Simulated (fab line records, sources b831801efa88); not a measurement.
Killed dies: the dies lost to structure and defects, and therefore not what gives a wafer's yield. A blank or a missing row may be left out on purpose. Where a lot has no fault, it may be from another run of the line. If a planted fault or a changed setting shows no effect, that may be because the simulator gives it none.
A lot that was struck, set against a sound lot -- flow gf180mcu -- 30 out of 602 route steps
Sound: these wafers, L385.1, L385.2, L385.4. The struck wafers were L396.1, L396.3, L396.6. The cause is named last.
Each step with rows lists, per side, the tool, then ch with its chambers, then its first start. Under that, the readings that differ: sound wafers -- struck wafers -- difference of the means -- sigmas: that difference in standard deviations of wafers without a fault.
alike: same words and numbers on both sides, and readings whose means sit less than 2 such deviations apart. not compared: any withheld reading, any reading some wafer has no value for, any bound like >300 that may hide the same value, and any number with overlapping values for which the record gives no deviation.
The two part at a step that has a row with sigmas, a row that says differs or no value, or rows on one side only. Non-overlapping numbers with no deviation appear without sigmas and do not part them. A reading missing from all wafers of one side parts the sides only when that side holds two or more wafers.

first, 3 steps without rows for these wafers: GF_PSD_EXPOSE_04 (exposes mask Pplus, target cd 400 nm); GF_PSD_PEB_05; GF_PSD_DEVELOP_06 (develop time 60 s).
GF_PSD_CD_MEAS_07: the cd target is 400 nm.
  struck on cd-sem-02, day 20 08:46; sound on cd-sem-01, day 16 20:43
  alike: cd-nm
GF_PSD_OVL_MEAS_08:
  struck on overlay-02, day 20 08:53; sound on overlay-01, day 16 20:50
  alike: PSD_OVL
then, 1 step without rows for these wafers: GF_PSD_IMPLANT_09.
GF_PSD_STRIP_10: strips in O2/N2.
  sound on plasma-asher-04 ch 0,1, day 16 21:01; struck on plasma-asher-04 ch 0,1, day 20 09:04
  alike: drypump-motor-current-A, heater-power-w, oes-product-au, strip-time-to-endpoint-s
  not compared: rf-hours-counter-h
GF_PSD_TW_MEAS_11:
  struck on film-metro-04, day 20 09:10; sound on film-metro-04, day 16 21:07
  alike: PSD_TW
then, 1 step without rows for these wafers: GF_PSD_CLEAN_12 (cleans in SC1/SC2, time 150 s).
GF_PSD_RTA_13: time 20 s.
  sound on rtp-anneal-01 ch 0, day 16 21:17; struck on rtp-anneal-02 ch 0, day 20 09:17
reading,sound,struck,difference,sigmas
lamp-power-pct (%),36.1 36.2 36.2,30.1 30.1 30.1,-6.1,-2
  alike: chamber-o2-ppm, wafer_temp_C_max
GF_PSD_RS_MEAS_14: measurement is done with a four-point probe.
  struck on film-metro-01, day 20 09:22; sound on film-metro-01, day 16 21:22
  alike: NSD_RS
GF_PSD_RS_MEAS_15: measurement is done with a four-point probe.
  struck on film-metro-01, day 20 09:29; sound on film-metro-01, day 16 21:29
  alike: PSD_RS
GF_SAB_CVD_00: deposits SiO2 from TEOS, target thk 50 nm, time 4.9302 s.
  sound on pecvd-03 ch 0,1,2, day 16 21:36; struck on pecvd-01 ch 0,1,2, day 20 09:36
reading,sound,struck,difference,sigmas
model.SiO2_of_SAB_CVD_00.thk-nm (nm),49.55 50.36 50.78,48.34 49.52 48.6,-1.41,
  alike: heater-power-w
GF_SAB_THK_MEAS_01:
  struck on film-metro-02, day 20 09:37; sound on film-metro-01, day 16 21:37
reading,sound,struck,difference,sigmas
SAB_CVD_00_THK (nm),49.6 50.4 50.8,48.3 49.5 48.6,-1.5,-2
then, 7 steps without rows for these wafers: GF_SAB_DEHYDRATE_02 (time 60 s); GF_SAB_HMDS_03 (prime time 60 s); GF_SAB_COAT_04 (resist thk 1000 nm); GF_SAB_SOFTBAKE_05 (time 60 s); GF_SAB_EXPOSE_06 (exposes mask SAB, target cd 420 nm); GF_SAB_PEB_07; GF_SAB_DEVELOP_08 (develop time 60 s).
GF_SAB_CD_MEAS_09: the cd target is 420 nm.
  struck on cd-sem-02, day 21 10:04; sound on cd-sem-02, day 17 20:46
  alike: cd-nm
GF_SAB_OVL_MEAS_10:
  struck on overlay-02, day 21 10:11; sound on overlay-02, day 17 20:53
  alike: SAB_OVL
GF_SAB_ETCH_11: etches SiO2 in C4F8/O2/Ar, target depth 55 nm, time 8.5 s.
  sound on rie-diel-04 ch 0,1,2, day 17 20:56; struck on rie-diel-02 ch 0,1, day 21 10:13
  alike: oes-product-au
  not compared: rf-hours-counter-h
then, 1 step without rows for these wafers: GF_SAB_WET_ETCH_12 (etches SiO2 in dHF, target depth 22 nm, time 440 s).
GF_SAB_STRIP_13: strips in O2/N2.
  sound on plasma-asher-03 ch 0,1, day 17 21:05; struck on plasma-asher-03 ch 0,1, day 21 10:22
  alike: drypump-motor-current-A, heater-power-w, oes-product-au, strip-time-to-endpoint-s
  not compared: rf-hours-counter-h
then, 1 step without rows for these wafers: GF_SALICIDE_CLEAN_00 (cleans in SC1/SC2, time 150 s).
GF_SALICIDE_WET_ETCH_01: etches SiO2 in dHF, target depth 5 nm, time 100 s.
  sound on wet-bench-04 ch 2, day 17 21:14; struck on wet-bench-04 ch 1, day 21 10:31
  alike: temp-c
  not compared: model.SiO2_of_SAB_CVD_00.thk-nm
GF_SALICIDE_SPUTTER_02: material Co, target thk 10 nm, time 20 s.
  struck on pvd-sputter-02, day 21 10:33; sound on pvd-sputter-01, day 17 21:16
  alike: chamber-pressure-pa, throttle-valve-pct
GF_PASSIVATION_PROBE_99:
  the record has rows for the sound wafers here (prober-01, day 31 11:21) and none for the struck ones

## WHERE THEY PART
Last at GF_PASSIVATION_PROBE_99 as far as this record goes, first at GF_PSD_RTA_13.

WHY: whatever the simulator had introduced
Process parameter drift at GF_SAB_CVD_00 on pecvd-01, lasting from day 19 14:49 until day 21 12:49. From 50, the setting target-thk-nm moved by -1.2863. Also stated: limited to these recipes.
